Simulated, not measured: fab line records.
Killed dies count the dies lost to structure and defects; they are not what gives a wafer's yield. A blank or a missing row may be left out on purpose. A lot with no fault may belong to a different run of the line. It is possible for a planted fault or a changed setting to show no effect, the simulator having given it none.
Which tool was responsible? :: flow sky130 :: 6 lots with 18 wafers sampled at 2 steps, on a route of 708 steps

== WHAT THE GAUGES SHOWED, per wafer ==
SKY_POLY_GATE_THK_MEAS_01.
lot: L912
measured: day 15 07:13
on: filmMetro-01
POLY_GATE_CVD_00_THK (nm): 175.2 176.8 175.2

lot: L915
measured: day 16 15:43
on: filmMetro-02
POLY_GATE_CVD_00_THK (nm): 180.8 180.1 181.5

lot: L919
measured: day 17 23:16
on: filmMetro-03
POLY_GATE_CVD_00_THK (nm): 177.8 177.8 178.8

lot: L926
measured: day 20 15:02
on: filmMetro-03
POLY_GATE_CVD_00_THK (nm): 178.4 179.6 179.2

lot: L928
measured: day 21 07:24
on: filmMetro-03
POLY_GATE_CVD_00_THK (nm): 181.0 180.3 178.5

lot: L930
measured: day 22 00:42
on: filmMetro-02
POLY_GATE_CVD_00_THK (nm): 182.0 182.5 182.1

== TOOL THAT RAN EACH LOT (tool first, then ch and the chambers of the sampled wafers, then the start) ==
lot: L912
SKY_GATE_OXIDE_OXIDATION_16: furnace-02 ch 0, day 15 03:52

lot: L915
SKY_GATE_OXIDE_OXIDATION_16: furnace-02 ch 0, day 16 12:59

lot: L919
SKY_GATE_OXIDE_OXIDATION_16: furnace-02 ch 0, day 17 20:31

lot: L926
SKY_GATE_OXIDE_OXIDATION_16: furnace-01 ch 0, day 20 12:18

lot: L928
SKY_GATE_OXIDE_OXIDATION_16: furnace-02 ch 0, day 21 04:40

lot: L930
SKY_GATE_OXIDE_OXIDATION_16: furnace-02 ch 0, day 21 21:58
- SKY_GATE_OXIDE_OXIDATION_16: stabilise 600 s, purge 300 s, target thk 3.57 nm.

== THE ANSWER, worked out from the rows above alone ==
Rule: the lots themselves supply what counts as usual. The widest of any qualifying gaps counts: lots, ordered by their means at a reading, are off when they make up no more than a third of the lots, leave a main group of 4 or more, and stand apart from it by 3 or more times the standard deviation of that group's means. If all means in a main group match to the digits the tables above print for the reading, that group is not used. A lot without any number at a reading at which 4 lots or more have one is off too. The other lots that the step has rows for count as sound.
No lot is off on any of the readings shown, so nothing can be concluded from this.

== WHAT WAS PUT IN BY THE SIMULATOR ==
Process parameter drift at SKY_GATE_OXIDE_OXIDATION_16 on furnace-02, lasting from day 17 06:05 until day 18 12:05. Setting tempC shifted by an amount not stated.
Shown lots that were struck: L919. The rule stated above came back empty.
